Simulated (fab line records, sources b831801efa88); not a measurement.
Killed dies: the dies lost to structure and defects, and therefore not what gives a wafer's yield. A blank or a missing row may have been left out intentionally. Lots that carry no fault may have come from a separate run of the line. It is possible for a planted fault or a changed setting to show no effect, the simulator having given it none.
Which tool was responsible?	flow gf180mcu	12 lots, 36 wafers sampled, at 2 steps of a route of 602

## WHAT THE GAUGES READ, wafer by wafer
GF_M3_RS_MEAS_05: uses a four-point probe to measure.
lot	measured	on	M3_ALCU_RS (ohm/sq)
L075	day 21 02:48	film_metro-02	0.0697 0.0692 0.0681
L077	day 21 16:56	film_metro-02	0.0706 0.0702 0.0689
L080	day 22 13:20	film_metro-02	0.0690 0.0700 0.0701
L081	day 23 01:25	film_metro-02	0.0682 0.0708 0.0701
L083	day 23 14:19	film_metro-02	0.0706 0.0708 0.0709
L085	day 24 07:37	film_metro-04	0.0713 0.0715 0.0706
L087	day 25 05:45	film_metro-01	0.0695 0.0705 0.0698
L089	day 25 17:53	film_metro-02	0.0705 0.0715 0.0714
L091	day 26 06:37	film_metro-01	0.0703 0.0697 0.0706
L093	day 26 22:58	film_metro-01	0.0703 0.0708 0.0706
L095	day 27 12:11	film_metro-02	0.0689 0.0693 0.0694
L097	day 27 22:31	film_metro-02	0.0684 0.0692 0.0682

## EACH LOT AND THE TOOL THAT RAN IT (in order: tool; ch and the chambers of the sampled wafers; start)
lot	GF_M3_SPUTTER_02
L075	pvd_sputter-01, day 21 02:43
L077	pvd_sputter-01, day 21 16:51
L080	pvd_sputter-04, day 22 13:13
L081	pvd_sputter-01, day 23 01:19
L083	pvd_sputter-01, day 23 14:11
L085	pvd_sputter-04, day 24 07:31
L087	pvd_sputter-04, day 25 05:38
L089	pvd_sputter-01, day 25 17:42
L091	pvd_sputter-04, day 26 06:31
L093	pvd_sputter-04, day 26 22:50
L095	pvd_sputter-03, day 27 12:05
L097	pvd_sputter-04, day 27 22:25
- GF_M3_SPUTTER_02: material AlCu, target thk 450 nm, time 23.9 s.

## THE ANSWER, worked out from the rows above alone
Rule: usual is defined by the lots themselves. The widest of any qualifying gaps counts: lots, ordered by their means at a reading, are off when they make up no more than a third of the lots, leave a main group of 4 or more, and stand apart from it by 3 or more times the standard deviation of that group's means. Not used: any main group whose means are identical at the precision the tables above print for the reading. Also off: a lot with no number at a reading for which 4 or more lots have one. Any other lot the step has rows for is counted as sound.
None of the lots is off at any reading shown; this tells nothing.

## WHAT HAD BEEN PUT IN BY THE SIMULATOR
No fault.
